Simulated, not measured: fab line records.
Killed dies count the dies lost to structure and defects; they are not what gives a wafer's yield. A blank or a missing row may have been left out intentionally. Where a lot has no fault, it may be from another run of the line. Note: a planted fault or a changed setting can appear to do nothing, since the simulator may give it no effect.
Which of the tools did it? / flow sky130 / 36 wafers from 12 lots sampled at 4 of the route's 708 steps

WHAT THE GAUGES SHOWED, per wafer
SKY_CAP2M_THK_MEAS_01.
lot=L891; measured=day 39 18:16; on=film-metro-01; CAP2M_CVD_00_THK (nm)=15.43 15.29 15.49
lot=L892; measured=day 40 05:34; on=film-metro-04; CAP2M_CVD_00_THK (nm)=15.39 15.05 15.18
lot=L894; measured=day 40 23:08; on=film-metro-01; CAP2M_CVD_00_THK (nm)=15.21 15.33 15.42
lot=L895; measured=day 41 02:44; on=film-metro-02; CAP2M_CVD_00_THK (nm)=15.47 15.23 15.77
lot=L897; measured=day 41 17:36; on=film-metro-02; CAP2M_CVD_00_THK (nm)=15.84 15.10 15.22
lot=L898; measured=day 41 23:42; on=film-metro-02; CAP2M_CVD_00_THK (nm)=15.50 15.45 15.62
lot=L899; measured=day 42 11:34; on=film-metro-01; CAP2M_CVD_00_THK (nm)=15.05 15.48 15.56
lot=L901; measured=day 42 22:25; on=film-metro-01; CAP2M_CVD_00_THK (nm)=15.62 15.30 15.55
lot=L902; measured=day 43 09:18; on=film-metro-01; CAP2M_CVD_00_THK (nm)=15.33 15.60 15.85
lot=L903; measured=day 43 11:56; on=film-metro-01; CAP2M_CVD_00_THK (nm)=15.74 15.86 15.69
lot=L905; measured=day 44 06:58; on=film-metro-02; CAP2M_CVD_00_THK (nm)=14.99 15.16 15.36
lot=L911; measured=day 45 14:25; on=film-metro-01; CAP2M_CVD_00_THK (nm)=15.77 15.82 15.57

SKY_PASSIVATION_THK_MEAS_01.
lot=L891; measured=day 43 21:25; on=film-metro-04; PASSIVATION_CVD_00_THK (nm)=87.3 87.7 89.0
lot=L892; measured=day 44 07:37; on=film-metro-02; PASSIVATION_CVD_00_THK (nm)=92.0 90.4 90.8
lot=L894; measured=day 45 00:04; on=film-metro-02; PASSIVATION_CVD_00_THK (nm)=90.1 90.0 89.8
lot=L895; measured=day 45 02:08; on=film-metro-03; PASSIVATION_CVD_00_THK (nm)=90.3 91.8 90.5
lot=L897; measured=day 45 17:13; on=film-metro-02; PASSIVATION_CVD_00_THK (nm)=91.3 90.2 90.5
lot=L898; measured=day 45 22:36; on=film-metro-03; PASSIVATION_CVD_00_THK (nm)=89.6 91.9 89.9
lot=L899; measured=day 46 08:49; on=film-metro-02; PASSIVATION_CVD_00_THK (nm)=89.8 91.2 91.4
lot=L901; measured=day 46 17:47; on=film-metro-02; PASSIVATION_CVD_00_THK (nm)=89.0 88.0 90.2
lot=L902; measured=day 47 01:04; on=film-metro-04; PASSIVATION_CVD_00_THK (nm)=88.7 89.0 90.9
lot=L903; measured=day 47 05:56; on=film-metro-02; PASSIVATION_CVD_00_THK (nm)=88.9 90.3 90.0
lot=L905; measured=day 47 22:12; on=film-metro-02; PASSIVATION_CVD_00_THK (nm)=88.6 90.0 90.3
lot=L911; measured=day 49 01:22; on=film-metro-04; PASSIVATION_CVD_00_THK (nm)=88.4 90.8 92.8

TOOL THAT RAN EACH LOT (tool first, then ch and the chambers of the sampled wafers, then the start)
lot=L891; SKY_CAP2M_SPUTTER_02=pvd-sputter-03, day 39 18:19; SKY_METAL4_ETCH_17=rie-diel-04 ch 1,2, day 41 19:15
lot=L892; SKY_CAP2M_SPUTTER_02=pvd-sputter-03, day 40 05:36; SKY_METAL4_ETCH_17=rie-diel-04 ch 0,1,2, day 42 06:21
lot=L894; SKY_CAP2M_SPUTTER_02=pvd-sputter-04, day 40 23:11; SKY_METAL4_ETCH_17=rie-diel-01 ch 0,1,3, day 42 22:42
lot=L895; SKY_CAP2M_SPUTTER_02=pvd-sputter-04, day 41 02:48; SKY_METAL4_ETCH_17=rie-diel-01 ch 0,1,3, day 43 02:06
lot=L897; SKY_CAP2M_SPUTTER_02=pvd-sputter-03, day 41 17:40; SKY_METAL4_ETCH_17=rie-diel-01 ch 0,2,3, day 43 16:57
lot=L898; SKY_CAP2M_SPUTTER_02=pvd-sputter-02, day 41 23:46; SKY_METAL4_ETCH_17=rie-diel-03 ch 0,2,3, day 43 23:09
lot=L899; SKY_CAP2M_SPUTTER_02=pvd-sputter-03, day 42 11:38; SKY_METAL4_ETCH_17=rie-diel-03 ch 0,2,3, day 44 10:30
lot=L901; SKY_CAP2M_SPUTTER_02=pvd-sputter-03, day 42 22:29; SKY_METAL4_ETCH_17=rie-diel-03 ch 0,1,3, day 44 20:21
lot=L902; SKY_CAP2M_SPUTTER_02=pvd-sputter-03, day 43 09:21; SKY_METAL4_ETCH_17=rie-diel-03 ch 0,3, day 45 05:04
lot=L903; SKY_CAP2M_SPUTTER_02=pvd-sputter-04, day 43 11:59; SKY_METAL4_ETCH_17=rie-diel-01 ch 0,1,2, day 45 09:39
lot=L905; SKY_CAP2M_SPUTTER_02=pvd-sputter-03, day 44 07:01; SKY_METAL4_ETCH_17=rie-diel-01 ch 1,2,3, day 46 03:33
lot=L911; SKY_CAP2M_SPUTTER_02=pvd-sputter-02, day 45 14:27; SKY_METAL4_ETCH_17=rie-diel-01 ch 0,1,3, day 47 07:54
- SKY_CAP2M_SPUTTER_02: material TiN, target thk 200 nm, time 166.7 s.
- SKY_METAL4_ETCH_17: etches SiO2 in C4F8/O2/Ar, stops on TiN, time 3.9 s, target depth 15 nm.

WHAT THE TOOLS THEMSELVES READ (means of the sampled wafers that have a number; where no wafer has one, the mark that the record gives instead)
SKY_CAP2M_SPUTTER_02.
lot=L891; tool=pvd-sputter-03; cathode-dc-power-W (W)=6499.9; throttle-valve-pct (%)=30.2
lot=L892; tool=pvd-sputter-03; cathode-dc-power-W (W)=6499.8; throttle-valve-pct (%)=30.8
lot=L894; tool=pvd-sputter-04; cathode-dc-power-W (W)=6498.5; throttle-valve-pct (%)=30.4
lot=L895; tool=pvd-sputter-04; cathode-dc-power-W (W)=6501.0; throttle-valve-pct (%)=30.0
lot=L897; tool=pvd-sputter-03; cathode-dc-power-W (W)=6500.1; throttle-valve-pct (%)=30.2
lot=L898; tool=pvd-sputter-02; cathode-dc-power-W (W)=6499.3; throttle-valve-pct (%)=30.4
lot=L899; tool=pvd-sputter-03; cathode-dc-power-W (W)=6500.5; throttle-valve-pct (%)=29.7
lot=L901; tool=pvd-sputter-03; cathode-dc-power-W (W)=6499.9; throttle-valve-pct (%)=30.2
lot=L902; tool=pvd-sputter-03; cathode-dc-power-W (W)=6499.0; throttle-valve-pct (%)=30.2
lot=L903; tool=pvd-sputter-04; cathode-dc-power-W (W)=6499.8; throttle-valve-pct (%)=29.4
lot=L905; tool=pvd-sputter-03; cathode-dc-power-W (W)=6499.8; throttle-valve-pct (%)=30.8
lot=L911; tool=pvd-sputter-02; cathode-dc-power-W (W)=6501.1; throttle-valve-pct (%)=30.8

SKY_METAL4_ETCH_17.
lot=L891; tool=rie-diel-04; oes-product-au (a.u.)=0.749
lot=L892; tool=rie-diel-04; oes-product-au (a.u.)=0.744
lot=L894; tool=rie-diel-01; oes-product-au (a.u.)=0.743
lot=L895; tool=rie-diel-01; oes-product-au (a.u.)=0.754
lot=L897; tool=rie-diel-01; oes-product-au (a.u.)=0.750
lot=L898; tool=rie-diel-03; oes-product-au (a.u.)=0.746
lot=L899; tool=rie-diel-03; oes-product-au (a.u.)=0.753
lot=L901; tool=rie-diel-03; oes-product-au (a.u.)=0.752
lot=L902; tool=rie-diel-03; oes-product-au (a.u.)=0.758
lot=L903; tool=rie-diel-01; oes-product-au (a.u.)=0.758
lot=L905; tool=rie-diel-01; oes-product-au (a.u.)=0.747
lot=L911; tool=rie-diel-01; oes-product-au (a.u.)=0.753

THE ANSWER, worked out from the rows above alone
Rule: the lots themselves supply what counts as usual. The widest of any qualifying gaps counts: lots, ordered by their means at a reading, are off when they make up no more than a third of the lots, leave a main group of 4 or more, and stand apart from it by 3 or more times the standard deviation of that group's means. If all means in a main group match to the digits the tables above print for the reading, that group is not used. A lot without any number at a reading at which 4 lots or more have one is off too. All remaining lots with rows at the step are treated as sound. First the gauges in route order, then the tools' own readings, where a lot's mean is used as printed above. The first step at which some lot is off is used, and at that step the reading that is off furthest; a lot without a number counts as furthest.
None of the lots is off at any reading shown; this tells nothing.

WHAT HAD BEEN PUT IN BY THE SIMULATOR
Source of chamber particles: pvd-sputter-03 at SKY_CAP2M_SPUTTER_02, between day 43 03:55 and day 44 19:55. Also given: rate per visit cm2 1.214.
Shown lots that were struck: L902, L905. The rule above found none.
